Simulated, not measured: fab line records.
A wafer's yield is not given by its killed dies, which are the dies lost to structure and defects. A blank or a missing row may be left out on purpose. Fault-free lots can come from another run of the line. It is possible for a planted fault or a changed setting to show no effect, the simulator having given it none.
Matching of chambers | flow gf180mcu | GF_V5_CVD_02 on pecvd-01 has 3 sister chambers
The step deposits SiO2 from TEOS, target thk 1450 nm, time 163.28 s. 3 wafers are shown with their chamber, then 7 later ones without.

## WAFERS PAIRED WITH THEIR CHAMBERS
wafer  | chamber | heater_power_w (W)
L086.1 | 2       | 595
L091.1 | 1       | 864
L091.3 | 0       | 742

## WAFERS MISSING THEIR CHAMBER
wafer  | heater_power_w (W)
L091.5 | 581
L095.2 | 790
L095.3 | 713
L095.4 | 805
L097.2 | 754
L097.4 | 800
L097.6 | 600

## EACH ONE'S CHAMBER
wafer  | from the rows above     | in truth
L091.5 | 2                       | 2
L095.2 | can't be placed: 0 or 1 | 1
L095.3 | 0                       | 0
L095.4 | can't be placed: 1 or 0 | 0
L097.2 | 0                       | 0
L097.4 | can't be placed: 0 or 1 | 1
L097.6 | 2                       | 2
Correctly placed: 4 of 7. These rows do not allow placing 3 (true chamber among the candidates in 3). Wrongly placed: 0.
How it was worked out, from the rows above alone: a wafer's distance from a chamber is the root of the sum, over the readings, of the square of ((its reading less the chamber's mean) divided by the reading's scatter). The wafer belongs to the nearest chamber; if the next one is less than 2 further off, it can't be placed. For every chamber, the mean is computed from those of its wafers that are shown. The scatter: root of mean squared gap, hidden wafer to nearest shown wafer, with one shown wafer a chamber.
